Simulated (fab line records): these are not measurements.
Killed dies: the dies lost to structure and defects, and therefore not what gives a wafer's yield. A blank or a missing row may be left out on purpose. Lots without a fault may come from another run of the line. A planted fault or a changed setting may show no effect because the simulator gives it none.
Struck lot and sound lot, side by side / flow sky130 / 18 steps out of a route of 708
Sound: wafers L280.2, L280.3, L280.4. Struck: wafer L293.3 (L293.1, L293.2, from the same lot, were not struck and are left out); the cause is given at the end.
Per side, at each step with rows, come the tool, then ch with its chambers, and then its first start. Under that, the readings that differ: sound wafers / struck wafers / difference of the means / sigmas: that difference in standard deviations of wafers without a fault.
alike: readings whose means differ by less than 2 such deviations, and words and numbers that are the same on both sides. not compared: withheld readings, readings that some wafer has no value for, bounds like >300 that may hide the same value, and numbers for which the record gives no deviation and whose values overlap.
Wherever a step has rows on one side only, a row that says differs or no value, or a row with sigmas, the two part there. Numbers that don't overlap but have no deviation are shown without sigmas and don't part them. A reading missing from all wafers of one side parts the sides only when that side holds two or more wafers.

SKY_FIELD_ISO_THK_MEAS_02:
  sound on film metro-03, day 1 18:05; struck on film metro-02, day 4 09:41
  alike: FIELD_ISO_OXIDATION_00_THK
then, 1 step without rows for these wafers: SKY_FIELD_ISO_CVD_03 (deposits Si3N4 from DCS/NH3, target thk 165 nm, time 2830 s).
SKY_FIELD_ISO_THK_MEAS_04:
  sound on film metro-01, day 2 06:10; struck on film metro-02, day 4 11:32
  alike: FIELD_ISO_CVD_03_THK
then, 8 steps without rows for these wafers: SKY_FIELD_ISO_DEHYDRATE_05 (time 60 s); SKY_FIELD_ISO_HMDS_06 (prime time 60 s); SKY_FIELD_ISO_COAT_07 (resist thk 60 nm); SKY_FIELD_ISO_COAT_08 (resist thk 450 nm); SKY_FIELD_ISO_SOFTBAKE_09 (time 90 s); SKY_FIELD_ISO_EXPOSE_10 (exposes mask FOM, target cd 150 nm); SKY_FIELD_ISO_PEB_11; SKY_FIELD_ISO_DEVELOP_12 (develop time 60 s).
SKY_FIELD_ISO_CD_MEAS_13: target cd 150 nm.
  sound on cd sem-01, day 2 20:58; struck on cd sem-01, day 5 04:29
  alike: cd nm
SKY_FIELD_ISO_ETCH_14: etches BARC in N2/H2, stops on SiO2, time 45.9 s, target depth 60 nm.
  sound on rie diel-01 ch 0,1, day 2 21:04; struck on rie diel-04 ch 2, day 5 04:36
reading=bias w (W); sound=100.8 99.9 100.6; struck=99.7; difference=-0.7; sigmas=-2
reading=oes product au (a.u.); sound=0.859 0.861 0.853; struck=0.643; difference=-0.215; sigmas=-48
reading=run length s (s); sound=74.4 75.6 74.4; struck=111.0; difference=+36.2; sigmas=+86
reading=model.KrF-thick_of_FIELD_ISO_COAT_08.thk nm (nm); sound=391.7 394.1 391.5; struck=356.3; difference=-36.1; sigmas=
reading=model.FIELD_ISO.cd nm (nm); sound=146.7 147.4 147.2; struck=142.1; difference=-5.0; sigmas=
  alike: drypump motor current A, throttle valve pct
  not compared: rf hours counter h
SKY_FIELD_ISO_ETCH_15: etches the open film in CHF3/O2, stops on Si, target depth 180 nm, time 72 s.
  sound on rie diel-01 ch 0,1, day 2 21:07; struck on rie diel-04 ch 2, day 5 04:38
reading=run length s (s); sound=100.4 101.3 100.7; struck=99.5; difference=-1.3; sigmas=-3
reading=model.KrF-thick_of_FIELD_ISO_COAT_08.thk nm (nm); sound=231 243.2 229.2; struck=195.5; difference=-39.0; sigmas=
  alike: bias w, drypump motor current A, oes product au, throttle valve pct
  not compared: rf hours counter h
SKY_FIELD_ISO_STRIP_16: strips in O2/N2.
  sound on plasma asher-03 ch 0,1, day 2 21:10; struck on plasma asher-03 ch 1, day 5 04:42
reading=oes product au (a.u.); sound=0.376 0.380 0.371; struck=0.360; difference=-0.016; sigmas=-3
reading=strip time to endpoint s (s); sound=3.50 3.63 3.46; struck=3.10; difference=-0.43; sigmas=-9
  alike: drypump motor current A
  not compared: rf hours counter h
SKY_FIELD_ISO_ETCH_17: etches Si in HBr/Cl2/O2, target depth 342 nm, time 101.3 s.
  sound on rie si-01 ch 0,2,3, day 2 21:16; struck on rie si-02 ch 2, day 5 04:48
reading=rf hours counter h (h); sound=20 35 46; struck=134; difference=+100; sigmas=
  alike: drypump motor current A, oes product au, throttle valve pct
  not compared: run length s, model.FIELD_ISO.cd nm
then, 1 step without rows for these wafers: SKY_FIELD_ISO_WET_ETCH_18 (etches Si3N4 in H3PO4, target depth 25 nm, time 286 s).
-- record jumps: 44 days separate the struck wafers' starts on either side; left off in module FIELD_ISO, taken up again in module PAD_OPEN, whose first shown step is the route's number 708 --
SKY_PAD_OPEN_PROBE_99:
  sound on prober-01, day 46 14:31; struck on prober-02, day 49 07:29
reading=model.etest.res pdiff.width nm (nm); sound=138.7 140.7 138.7; struck=138.4; difference=-1.0; sigmas=
  alike: killed_at_M0_to_M3, killed_at_M4_up, killed at contacts, killed at front end, killed at other, killed dies, killed open, killed short
  not compared: model.etest.res pdiff.line ohm um, model.etest.res ndiff.line ohm um, model.etest.res ndiff.width nm

## WHERE THEY PART
First at SKY_FIELD_ISO_ETCH_14; last, within this record, at SKY_FIELD_ISO_STRIP_16. Later steps at which nothing parts them and some readings are alike: SKY_FIELD_ISO_ETCH_17, SKY_PAD_OPEN_PROBE_99.

WHY: whatever the simulator had introduced
rie diel-04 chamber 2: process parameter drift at SKY_FIELD_ISO_ETCH_14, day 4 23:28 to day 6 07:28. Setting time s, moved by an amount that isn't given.
